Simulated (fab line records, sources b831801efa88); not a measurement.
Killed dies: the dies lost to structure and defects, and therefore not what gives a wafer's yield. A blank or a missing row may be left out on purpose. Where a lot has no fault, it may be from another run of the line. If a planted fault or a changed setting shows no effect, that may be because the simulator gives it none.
One fault through the eyes of 2 desks / flow gf180mcu / only its own numbers are on each desk; what lay behind them is given at the end

FROM THE METROLOGY DESK
What the gauges read, lot by lot, whatever tool the lot ran on: means of the sampled wafers that have a number. If a lot's mean is further than 4 standard deviations from the usual mean, the lot is out of limits and carries the mark OUT (the distance appears in the brackets).
Columns: A = V5_OVL at GF_V5_OVL_MEAS_15, usual 1 nm
lot=L667; first seen here=day 28 03:11; A=-9
lot=L668; first seen here=day 28 11:27; A=-4
lot=L669; first seen here=day 29 07:12; A=4
lot=L671; first seen here=day 29 14:02; A=2
lot=L674; first seen here=day 30 12:15; A=-0
lot=L675; first seen here=day 30 19:42; A=-3
lot=L676; first seen here=day 31 02:14; A=5
lot=L680; first seen here=day 32 08:24; A=-4
lot=L681; first seen here=day 32 13:04; A=0
lot=L682; first seen here=day 32 17:50; A=0
lot=L684; first seen here=day 32 21:05; A=7
lot=L686; first seen here=day 33 14:14; A=-0
This desk's verdict: no lot among the 12 shows anything out of limits.

DESK OF THE TOOL OWNER: cmp-02
The tool's own readings at GF_V5_CMP_04 (polishes SiO2): means of the sampled wafers that have a number, for each lot that ran on this tool. If a lot's mean is further than 4 standard deviations from the usual mean, the lot is out of limits and carries the mark OUT (the distance appears in the brackets).
Columns: A = head pressure psi at GF_V5_CMP_04, usual 4.000 psi; B = motor current A at GF_V5_CMP_04, usual 12.2 A
lot=L668; first seen here=day 27 15:13; A=3.999; B=13.0
lot=L669; first seen here=day 28 11:46; A=4.002; B=11.7
lot=L675; first seen here=day 30 00:48; A=3.999; B=12.3
lot=L680; first seen here=day 31 15:08; A=4.003; B=12.3
lot=L681; first seen here=day 31 20:08; A=3.995; B=12.5
This desk's verdict: no lot among the 5 shows anything out of limits.

BROUGHT TOGETHER
The metrology desk saw nothing out of limits.
Nothing out of limits was seen by the tool owner's desk.

WHAT THE SIMULATOR HAD INSERTED
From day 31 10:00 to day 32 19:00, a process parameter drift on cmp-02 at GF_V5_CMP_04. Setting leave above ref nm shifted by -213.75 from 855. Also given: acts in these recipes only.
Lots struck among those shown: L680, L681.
